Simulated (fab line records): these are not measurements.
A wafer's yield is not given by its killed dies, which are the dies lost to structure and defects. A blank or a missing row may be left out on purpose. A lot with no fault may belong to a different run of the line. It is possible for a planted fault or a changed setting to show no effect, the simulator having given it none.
Matching of chambers	flow gf180mcu	3 sister chambers for GF_V3_CVD_02 on pecvd-03
The step deposits SiO2 from TEOS, target thk 850 nm, time 94.851 s. 3 wafers are shown with their chamber, then 11 later ones without.

## WAFERS PAIRED WITH THEIR CHAMBERS
wafer	chamber	heater_power_w (W)
L085.1	2	813
L085.2	1	597
L085.4	0	696

## WAFERS WITHOUT THEIR CHAMBER
wafer	heater_power_w (W)
L085.5	827
L085.6	481
L091.2	671
L091.3	738
L091.4	567
L092.2	517
L092.5	706
L092.6	547
L094.2	849
L094.3	499
L094.4	559

## CHAMBER TAKEN BY EACH
wafer	from the rows above	in truth
L085.5	can't be placed: 2 or 0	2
L085.6	can't be placed: 1 or 0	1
L091.2	can't be placed: 0 or 1 or 2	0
L091.3	can't be placed: 0 or 2 or 1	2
L091.4	can't be placed: 1 or 0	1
L092.2	can't be placed: 1 or 0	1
L092.5	can't be placed: 0 or 2 or 1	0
L092.6	can't be placed: 1 or 0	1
L094.2	can't be placed: 2 or 0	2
L094.3	can't be placed: 1 or 0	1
L094.4	can't be placed: 1 or 0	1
0 of 11 placed correctly. These rows do not allow placing 11 (true chamber among the candidates in 11). Placed wrongly: 0.
How it was worked out, from the rows above alone: a wafer's distance from a chamber is the root of the sum, over the readings, of the square of ((its reading less the chamber's mean) divided by the reading's scatter). The wafer belongs to the nearest chamber; if the next one is less than 2 further off, it can't be placed. The mean given for a chamber averages the wafers shown for that chamber. The scatter: root of mean squared gap, hidden wafer to nearest shown wafer, with one shown wafer a chamber.
